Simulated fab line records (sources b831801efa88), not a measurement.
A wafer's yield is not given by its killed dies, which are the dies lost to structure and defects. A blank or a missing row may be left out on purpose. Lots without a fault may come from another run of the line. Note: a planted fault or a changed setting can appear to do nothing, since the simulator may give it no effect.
What tool caused it? -- flow gf180mcu -- Sampling: 7 lots, 21 wafers, 3 of 602 route steps

## WHAT EACH GAUGE READ, for each wafer
GF_HV_LDD_RS_MEAS_53: uses a four-point probe to measure.
lot,measured,on,HV_LDD_RS (ohm/sq)
L959,day 12 18:05,filmMetro-02,418.0 417.9 417.3
L961,day 13 09:02,filmMetro-03,419.1 419.0 418.8
L968,day 15 13:19,filmMetro-03,418.6 421.2 418.8
L975,day 18 04:16,filmMetro-04,418.5 419.3 418.8
L977,day 18 16:08,filmMetro-03,417.3 417.9 418.8
L979,day 19 18:02,filmMetro-03,418.6 419.1 418.4
L980,day 20 06:49,filmMetro-03,418.5 418.8 417.6

## EACH LOT AND THE TOOL THAT RAN IT (in order: tool; ch and the chambers of the sampled wafers; start)
lot,GF_HV_LDD_IMPLANT_36,GF_HV_LDD_RTA_52
L959,"implanter-03 ch 0, day 11 22:20","rtpAnneal-01 ch 0, day 12 17:56"
L961,"implanter-04 ch 0, day 12 12:35","rtpAnneal-01 ch 0, day 13 08:58"
L968,"implanter-03 ch 0, day 14 16:05","rtpAnneal-01 ch 0, day 15 13:14"
L975,"implanter-02 ch 0, day 17 03:44","rtpAnneal-01 ch 0, day 18 04:12"
L977,"implanter-03 ch 0, day 17 15:57","rtpAnneal-02 ch 0, day 18 16:04"
L979,"implanter-04 ch 0, day 18 16:23","rtpAnneal-01 ch 0, day 19 17:58"
L980,"implanter-02 ch 0, day 19 06:26","rtpAnneal-01 ch 0, day 20 06:44"
- GF_HV_LDD_IMPLANT_36
- GF_HV_LDD_RTA_52: time 10 s.

## THE ANSWER, worked out from the rows above alone
Rule: what is usual is taken from the lots themselves. The widest of any qualifying gaps counts: lots, ordered by their means at a reading, are off when they make up no more than a third of the lots, leave a main group of 4 or more, and stand apart from it by 3 or more times the standard deviation of that group's means. A main group is skipped when, at the precision printed for the reading in the tables above, its means are all equal. Also off: a lot with no number at a reading for which 4 or more lots have one. The other lots that the step has rows for count as sound.
Nothing can be told from this: no lot is off at any reading shown.

## WHAT THE SIMULATOR PUT IN
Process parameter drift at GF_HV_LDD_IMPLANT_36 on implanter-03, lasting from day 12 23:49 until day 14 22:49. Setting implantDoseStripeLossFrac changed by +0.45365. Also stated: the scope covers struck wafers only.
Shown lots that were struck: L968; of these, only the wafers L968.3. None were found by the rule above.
